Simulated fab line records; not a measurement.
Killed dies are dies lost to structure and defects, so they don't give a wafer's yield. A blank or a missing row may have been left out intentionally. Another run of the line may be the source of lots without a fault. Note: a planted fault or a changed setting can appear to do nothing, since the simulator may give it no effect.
Which tool was responsible?	flow gf180mcu	11 lots, 33 wafers sampled, at 6 steps of a route of 602

WHAT EACH GAUGE READ, for each wafer
GF_V2_OVL_MEAS_15. Usual: V2_OVL -2 nm, standard deviation 6.6.
lot	measured	on	V2_OVL (nm)	flag
L311	day 20 08:54	overlay-02	-6 -7 -11	
L312	day 20 18:33	overlay-02	3 -1 -1	
L314	day 21 13:35	overlay-02	-6 12 -1	
L316	day 22 12:54	overlay-02	-16 -13 -8	
L317	day 22 15:50	overlay-01	1 1 3	
L318	day 23 00:45	overlay-01	0 6 -4	
L319	day 23 07:36	overlay-01	4 -9 2	
L328	day 26 13:27	overlay-01	1 11 -2	
L329	day 27 02:32	overlay-02	5 -5 7	
L330	day 27 02:52	overlay-01	-14 -16 -3	
L331	day 27 07:45	overlay-02	-9 -6 -9	

GF_V2_RS_MEAS_24: a four-point-probe measurement. Usual: V2_W_RS 0.327 ohm/sq, standard deviation 0.0049.
lot	measured	on	V2_W_RS (ohm/sq)	flag
L311	day 20 09:49	film metro-04	0.327 0.325 0.328	
L312	day 20 19:30	film metro-04	0.330 0.331 0.330	
L314	day 21 14:35	film metro-04	0.335 0.326 0.330	
L316	day 22 13:52	film metro-01	0.327 0.326 0.324	
L317	day 22 16:45	film metro-04	0.331 0.325 0.318	
L318	day 23 01:40	film metro-04	0.328 0.324 0.323	
L319	day 23 08:52	film metro-02	0.329 0.319 0.330	
L328	day 26 14:22	film metro-02	0.244 0.247 0.245	OFF
L329	day 27 03:28	film metro-02	0.323 0.329 0.324	
L330	day 27 03:49	film metro-01	0.248 0.250 0.251	OFF
L331	day 27 08:41	film metro-01	0.329 0.333 0.323	

GF_V2_THK_MEAS_25: measures by xrf. Usual: V2_W_THK 347 nm, standard deviation 6.2.
lot	measured	on	V2_W_THK (nm)	flag
L311	day 20 09:56	film metro-04	350 351 347	
L312	day 20 19:37	film metro-04	345 345 343	
L314	day 21 14:42	film metro-04	339 349 343	
L316	day 22 13:58	film metro-01	349 348 351	
L317	day 22 16:52	film metro-04	344 350 360	
L318	day 23 01:47	film metro-04	346 349 349	
L319	day 23 08:59	film metro-02	355 365 351	
L328	day 26 14:29	film metro-02	465 463 463	OFF
L329	day 27 03:35	film metro-02	356 349 358	
L330	day 27 03:55	film metro-01	453 453 448	OFF
L331	day 27 08:48	film metro-01	344 339 349	

EACH LOT AND THE TOOL THAT RAN IT (in order: tool; ch and the chambers of the sampled wafers; start)
lot	GF_V2_STRIP_18	GF_V2_SPUTTER_22	GF_V2_CVD_23
L311	plasma asher-02 ch 0,1, day 20 09:04	pvd sputter-03, day 20 09:39	cvd w-01 ch 0,1, day 20 09:41
L312	plasma asher-01 ch 0,1, day 20 18:43	pvd sputter-03, day 20 19:20	cvd w-01 ch 0,1, day 20 19:22
L314	plasma asher-02 ch 0,1, day 21 13:46	pvd sputter-02, day 21 14:26	cvd w-01 ch 0,1, day 21 14:28
L316	plasma asher-01 ch 0,1, day 22 13:04	pvd sputter-02, day 22 13:41	cvd w-01 ch 1, day 22 13:44
L317	plasma asher-01 ch 0,1, day 22 16:00	pvd sputter-03, day 22 16:36	cvd w-02 ch 0,1, day 22 16:38
L318	plasma asher-01 ch 0,1, day 23 00:55	pvd sputter-01, day 23 01:31	cvd w-01 ch 0,1, day 23 01:33
L319	plasma asher-03 ch 0,1, day 23 07:46	pvd sputter-03, day 23 08:43	cvd w-02 ch 0,1, day 23 08:45
L328	plasma asher-02 ch 0,1, day 26 13:37	pvd sputter-03, day 26 14:13	cvd w-01 ch 0,1, day 26 14:15
L329	plasma asher-03 ch 0,1, day 27 02:42	pvd sputter-01, day 27 03:19	cvd w-02 ch 0,1, day 27 03:21
L330	plasma asher-01 ch 0,1, day 27 03:03	pvd sputter-03, day 27 03:37	cvd w-01 ch 0,1, day 27 03:41
L331	plasma asher-01 ch 0,1, day 27 07:55	pvd sputter-01, day 27 08:31	cvd w-02 ch 0,1, day 27 08:33
- GF_V2_STRIP_18: strips in O2/N2.
- GF_V2_SPUTTER_22: material TiN, target thk 10 nm, time 40 s.
- GF_V2_CVD_23: deposits W, target thk 350 nm, time 104.94 s.

WHAT THE TOOLS THEMSELVES READ (means of the sampled wafers that have a number; where no wafer has one, the mark that the record gives instead)
GF_V2_STRIP_18. Usual: drypump motor current A 5.74 A, standard deviation 0.12; heater power w 338 W, standard deviation 42; oes product au 0.593 a.u., standard deviation 0.0046.
lot	tool	drypump motor current A (A)	heater power w (W)	oes product au (a.u.)	flag
L311	plasma asher-02	5.74	361	0.590	
L312	plasma asher-01	5.84	305	0.591	
L314	plasma asher-02	5.72	357	0.592	
L316	plasma asher-01	5.82	302	0.598	
L317	plasma asher-01	5.78	332	0.593	
L318	plasma asher-01	5.79	327	0.592	
L319	plasma asher-03	5.68	375	0.593	
L328	plasma asher-02	5.63	332	0.595	
L329	plasma asher-03	5.69	364	0.593	
L330	plasma asher-01	5.81	336	0.593	
L331	plasma asher-01	5.78	332	0.594	

GF_V2_SPUTTER_22. Usual: cathode dc power W 3999.9 W, standard deviation 0.74; chamber pressure pa 5.001 Pa, standard deviation 0.0088; throttle valve pct 29.6 %, standard deviation 0.73.
lot	tool	cathode dc power W (W)	chamber pressure pa (Pa)	throttle valve pct (%)	flag
L311	pvd sputter-03	3999.7	4.999	29.0	
L312	pvd sputter-03	4000.1	5.004	29.0	
L314	pvd sputter-02	3999.7	4.997	30.3	
L316	pvd sputter-02	4000.1	4.999	30.3	
L317	pvd sputter-03	4000.3	5.003	29.0	
L318	pvd sputter-01	3999.9	5.005	30.0	
L319	pvd sputter-03	3999.9	5.006	29.1	
L328	pvd sputter-03	4000.5	4.999	28.9	
L329	pvd sputter-01	3999.7	5.000	29.8	
L330	pvd sputter-03	3999.8	5.000	29.0	
L331	pvd sputter-01	3999.4	5.000	29.9	

GF_V2_CVD_23. Usual: heater power w 819 W, standard deviation 110; susceptor temp C 400.00 C, standard deviation 0.19.
lot	tool	heater power w (W)	susceptor temp C (C)	flag
L311	cvd w-01	741	399.90	
L312	cvd w-01	732	399.92	
L314	cvd w-01	730	400.18	
L316	cvd w-01	768	400.06	
L317	cvd w-02	870	400.03	
L318	cvd w-01	728	399.80	
L319	cvd w-02	946	400.11	
L328	cvd w-01	804	415.79	OFF
L329	cvd w-02	900	399.82	
L330	cvd w-01	800	415.95	OFF
L331	cvd w-02	964	399.88	

THE ANSWER, worked out from the rows above alone
Rule: take the mean of a lot's wafers that have a number; if it is more than 3 standard deviations from the usual mean, the lot is off. Also off: a lot with no number at a reading for which 4 or more lots have one. The other lots that the step has rows for count as sound. The gauges are gone through in route order, then the tools' own readings, and for those a lot's mean is taken as printed above. The first step at which some lot is off is used, and at that step the reading that is off furthest; a lot without a number counts as furthest.
Off: L328, L330, seen at GF_V2_RS_MEAS_24 (V2_W_RS).
If a tool, at a process step before that reading, ran all the lots that are off and no sound lot after the first of them, it fits. Not tried: the gauges at GF_V2_RS_MEAS_24; whatever is off there is also off at GF_V2_CVD_23, on other tools, and gauge error can't account for it. Undecided on this evidence; 2 tools fit (pvd sputter-03 at GF_V2_SPUTTER_22, cvd w-01 at GF_V2_CVD_23).

WHAT WAS PUT IN BY THE SIMULATOR
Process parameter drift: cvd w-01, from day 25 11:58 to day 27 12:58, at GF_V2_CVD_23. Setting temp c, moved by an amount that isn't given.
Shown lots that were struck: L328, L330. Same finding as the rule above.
